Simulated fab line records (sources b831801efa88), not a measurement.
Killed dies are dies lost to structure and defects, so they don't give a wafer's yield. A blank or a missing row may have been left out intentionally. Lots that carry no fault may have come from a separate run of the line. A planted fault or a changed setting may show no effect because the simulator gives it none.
Which tool did it? -- flow sfq-line -- Sampling: 14 lots, 41 wafers, 5 of 325 route steps

== WHAT THE GAUGES READ, wafer by wafer ==
SFQ_M1_RS_MEAS_909: measurement is done with a four-point probe. Usual: for M1_NB_RS the level is 0.893 ohm/sq and the standard deviation is 0.01.
lot,measured,on,M1_NB_RS (ohm/sq),flag
L790,day 17 10:53,film-metro-03,0.894 0.887 0.895,
L791,day 17 15:41,film-metro-04,0.901 0.895 0.922,
L793,day 18 19:36,film-metro-04,0.903 0.898 0.898,
L794,day 19 07:24,film-metro-03,0.902 0.898 0.908,
L795,day 20 07:59,film-metro-03,0.893 0.888 0.891,
L796,day 20 16:15,film-metro-04,0.897 0.899 0.892,
L797,day 21 03:16,film-metro-04,0.900 0.901 0.895,
L798,day 21 17:28,film-metro-03,0.890 0.878 0.879,
L799,day 22 09:04,film-metro-03,0.883 0.897 0.901,
L800,day 22 21:39,film-metro-03,0.906 0.896 0.892,
L809,day 26 04:59,film-metro-02,0.940 0.884 0.883 0.942 0.887 0.885,
L810,day 26 22:28,film-metro-04,0.944 0.884 0.946 0.886,
L811,day 27 03:49,film-metro-04,0.884 0.899 0.884,
L813,day 28 03:56,film-metro-04,0.893 0.897 0.907,

SFQ_M2_RS_MEAS_914: measurement is done with a four-point probe. Usual: for M2_NB_RS the level is 0.885 ohm/sq and the standard deviation is 0.0098.
lot,measured,on,M2_NB_RS (ohm/sq),flag
L790,day 24 10:35,film-metro-01,0.883 0.876 0.891,
L791,day 24 21:40,film-metro-04,0.872 0.878 0.880,
L793,day 25 22:15,film-metro-01,0.883 0.887 0.885,
L794,day 26 06:41,film-metro-03,0.889 0.880 0.882,
L795,day 27 07:14,film-metro-03,0.878 0.880 0.882,
L796,day 27 16:11,film-metro-04,0.908 0.903 0.908,
L797,day 30 06:10,film-metro-01,0.879 0.893 0.882,
L798,day 30 07:20,film-metro-04,0.887 0.889 0.887,
L799,day 30 08:32,film-metro-01,0.887 0.891 0.878,
L800,day 30 09:43,film-metro-04,0.891 0.898 0.884,
L809,day 33 12:20,film-metro-04,0.877 0.890 0.878,
L810,day 33 22:56,film-metro-04,0.898 0.878,
L811,day 34 01:12,film-metro-04,0.897 0.891 0.894,
L813,day 35 05:55,film-metro-04,0.879 0.886 0.873,

== TOOL THAT RAN EACH LOT (tool first, then ch and the chambers of the sampled wafers, then the start) ==
lot,SFQ_TRILAYER_I0_VIA_STRIP_STRIP_035,SFQ_TRILAYER_M1_DEP_SPUTTER_037,SFQ_TRILAYER_M1_ETCH_METAL_ETCH_042
L790,"rie-metal-01 ch 0,1, day 17 09:59","pvd-sputter-03, day 17 10:47","rie-metal-02 ch 0,1, day 24 00:59"
L791,"rie-metal-01 ch 0, day 17 14:47","pvd-sputter-05, day 17 15:36","rie-metal-03 ch 0, day 24 09:19"
L793,"rie-metal-03 ch 0,1, day 18 18:31","pvd-sputter-05, day 18 19:31","rie-metal-01 ch 0,1, day 25 13:37"
L794,"rie-metal-03 ch 1, day 19 06:31","pvd-sputter-05, day 19 07:19","rie-metal-01 ch 0,1, day 25 22:01"
L795,"rie-metal-01 ch 0,1, day 20 07:14","pvd-sputter-03, day 20 07:50","rie-metal-02 ch 0,1, day 26 22:03"
L796,"rie-metal-03 ch 0,1, day 20 15:22","pvd-sputter-04, day 20 16:10","rie-metal-01 ch 1, day 27 06:37"
L797,"rie-metal-01 ch 0,1, day 21 02:22","pvd-sputter-04, day 21 03:08","rie-metal-02 ch 0,1, day 27 17:15"
L798,"rie-metal-04 ch 0,1, day 21 16:34","pvd-sputter-04, day 21 17:22","rie-metal-02 ch 0,1, day 28 06:32"
L799,"rie-metal-04 ch 0,1, day 22 08:10","pvd-sputter-03, day 22 08:58","rie-metal-02 ch 0,1, day 29 01:44"
L800,"rie-metal-04 ch 1, day 22 20:10","pvd-sputter-04, day 22 21:34","rie-metal-03 ch 0, day 29 13:47"
L809,"rie-metal-01 ch 0,1, day 26 04:06","pvd-sputter-03, day 26 04:54","rie-metal-01 ch 0,1, day 32 20:31"
L810,"rie-metal-03 ch 1, day 26 21:42","pvd-sputter-03, day 26 22:21","rie-metal-03 ch 0,1, day 33 13:38"
L811,"rie-metal-01 ch 0,1, day 27 02:54","pvd-sputter-05, day 27 03:42","rie-metal-01 ch 0,1, day 33 15:57"
L813,"rie-metal-01 ch 0,1, day 28 03:01","pvd-sputter-05, day 28 03:50","rie-metal-03 ch 0,1, day 34 13:33"
- SFQ_TRILAYER_I0_VIA_STRIP_STRIP_035: strips in O2.
- SFQ_TRILAYER_M1_DEP_SPUTTER_037: material Nb, target thk 200 nm, time 133.3 s.
- SFQ_TRILAYER_M1_ETCH_METAL_ETCH_042: etches Nb in Cl2/Ar, stops on SiO2, target depth 240 nm, time 120 s.

== WHAT THE TOOLS THEMSELVES READ (means of the sampled wafers that have a number; where no wafer has one, the mark that the record gives instead) ==
SFQ_TRILAYER_I0_VIA_STRIP_STRIP_035. Usual: drypump-motor-current-A 5.42 A, standard deviation 0.18; oes-product-au 1.006 a.u., standard deviation 0.0099.
lot,tool,drypump-motor-current-A (A),oes-product-au (a.u.),flag
L790,rie-metal-01,5.38,1.006,
L791,rie-metal-01,5.36,1.003,
L793,rie-metal-03,5.58,1.000,
L794,rie-metal-03,5.78,1.009,
L795,rie-metal-01,5.36,1.013,
L796,rie-metal-03,5.66,1.004,
L797,rie-metal-01,5.35,1.010,
L798,rie-metal-04,5.20,1.010,
L799,rie-metal-04,5.26,0.993,
L800,rie-metal-04,5.17,1.017,
L809,rie-metal-01,5.37,1.005,
L810,rie-metal-03,5.76,1.019,
L811,rie-metal-01,5.39,1.003,
L813,rie-metal-01,5.38,1.009,

SFQ_TRILAYER_M1_DEP_SPUTTER_037. Usual: chamber-pressure-pa 0.13334 Pa, standard deviation 0.00026; throttle-valve-pct 30.3 %, standard deviation 1.
lot,tool,chamber-pressure-pa (Pa),throttle-valve-pct (%),flag
L790,pvd-sputter-03,0.13333,30.0,
L791,pvd-sputter-05,0.13310,30.1,
L793,pvd-sputter-05,0.13356,29.1,
L794,pvd-sputter-05,0.13354,30.1,
L795,pvd-sputter-03,0.13340,30.7,
L796,pvd-sputter-04,0.13336,30.1,
L797,pvd-sputter-04,0.13346,29.4,
L798,pvd-sputter-04,0.13317,30.1,
L799,pvd-sputter-03,0.13332,30.8,
L800,pvd-sputter-04,0.13327,29.7,
L809,pvd-sputter-03,0.13332,30.8,
L810,pvd-sputter-03,0.13312,31.1,
L811,pvd-sputter-05,0.13329,30.2,
L813,pvd-sputter-05,0.13326,30.1,

SFQ_TRILAYER_M1_ETCH_METAL_ETCH_042. Usual: drypump-motor-current-A 5.6 A, standard deviation 0.36; oes-product-au 0.892 a.u., standard deviation 0.0073.
lot,tool,drypump-motor-current-A (A),oes-product-au (a.u.),flag
L790,rie-metal-02,5.7,0.891,
L791,rie-metal-03,5.5,0.888,
L793,rie-metal-01,5.4,0.888,
L794,rie-metal-01,5.4,0.888,
L795,rie-metal-02,6.1,0.896,
L796,rie-metal-01,5.4,0.892,
L797,rie-metal-02,5.7,0.896,
L798,rie-metal-02,5.7,0.896,
L799,rie-metal-02,5.7,0.889,
L800,rie-metal-03,5.5,0.889,
L809,rie-metal-01,5.4,0.887,
L810,rie-metal-03,5.7,0.879,
L811,rie-metal-01,5.4,0.898,
L813,rie-metal-03,5.7,0.887,

== THE ANSWER, worked out from the rows above alone ==
Rule: a lot is off if the mean of its wafers that have a number lies more than 3 standard deviations from the usual mean. A lot without any number at a reading at which 4 lots or more have one is off too. All remaining lots with rows at the step are treated as sound. After the gauges, taken in route order, come the tools' own readings; for these a lot's mean is taken, as printed above. The first step at which some lot is off is used, and at that step the reading that is off furthest; a lot without a number counts as furthest.
Across all readings shown, no lot is off: no conclusion can be drawn from this.

== WHAT THE SIMULATOR PUT IN ==
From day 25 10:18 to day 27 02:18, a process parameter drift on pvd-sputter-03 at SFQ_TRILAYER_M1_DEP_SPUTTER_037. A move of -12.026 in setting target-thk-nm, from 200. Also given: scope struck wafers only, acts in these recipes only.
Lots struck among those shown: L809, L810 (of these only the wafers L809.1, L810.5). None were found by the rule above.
